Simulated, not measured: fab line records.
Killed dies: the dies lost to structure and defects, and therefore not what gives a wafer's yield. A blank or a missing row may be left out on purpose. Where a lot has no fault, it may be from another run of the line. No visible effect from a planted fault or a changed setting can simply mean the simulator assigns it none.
Problem report, 8D (eight disciplines) form, completed by code -- flow gf180mcu -- the parts of the form that need people (team, actions taken, sign-off) are left out

== 1. THE PROBLEM ==
spin_speed_rpm at GF_TOP_METAL_COAT_09 reads a mean of 3063.4 rpm on 6 wafers of 2 lots; wafers without a fault read 3000.1 rpm with a standard deviation of 2.1. That is +30 standard deviations from the usual mean.
The step: resist thk 1500 nm.
The first sign was on wafer L144.3 at day 33 11:10, on litho_track-03. At this step, 18 wafers from 6 lots have a number in the record. The rule behind "out" and "out of limits": a value lying over 4 standard deviations away from the usual mean. The rest of the wafers with a number are treated as sound.

== 2. WHAT IT IS AND WHAT IT IS NOT ==
question,is,is not
which readings at this step,spin_speed_rpm,resist_line_temp_C
which lots,"L144, L147","L124, L134, L137, L143"
which wafers of those lots,all that have a number,-
read on which tools,litho_track-03,"litho_track-01, litho_track-02"
when,from day 33 11:10,up to then (9 sound wafers); but 3 sound wafers of L143 came after

== 3. THE SUSPECTS, EACH WITH WHAT RULES IT OUT ==
Counting: a tool at a process step up to the reading stays a suspect if it ran every lot that is out and no sound lot after the first of them.
- litho_track-03 at GF_TOP_METAL_COAT_09 (resist thk 1500 nm): kept. All lots that are out passed through it, beginning with L144 at day 33 11:10, and no sound lot followed; its final sound lot before that point was L134 at day 30 23:45. Its own readings are out on those wafers: spin_speed_rpm.
After counting, what remains is litho_track-03 at GF_TOP_METAL_COAT_09.

== 4. THE CAUSE (what the simulator had put in) ==
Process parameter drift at GF_TOP_METAL_COAT_09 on litho_track-03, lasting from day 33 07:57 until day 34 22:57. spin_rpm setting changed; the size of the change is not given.
After counting, this tool was the only one left.

== 5. THE EFFECT CHAIN, in route order ==
Rows list readings where the struck wafers' mean (over those with a number) sits beyond 3 standard deviations from the usual. Readings are gone through only where the record gives a usual standard deviation; hours: the median, over the lots, of the time from a lot's start at the first step in this table giving one to that lot's start at this step; sigmas: the change measured in usual standard deviations.
hours,step,reading,usual,on struck wafers,change,sigmas
0,GF_TOP_METAL_COAT_09,spin_speed_rpm,3000.1 rpm,3063.4,+63.3,+30
Its process steps:
- GF_TOP_METAL_COAT_09: resist thk 1500 nm.
Later steps that measure or inspect, where all struck wafers having a row at the step show a number for every such reading and not one has moved that far: GF_TOP_METAL_CD_MEAS_14.

== 6. WHAT WOULD HAVE CAUGHT IT SOONER ==
3 hours passed between the start of the fault at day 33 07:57 and the first reading out of limits in this record, taken at day 33 11:10.
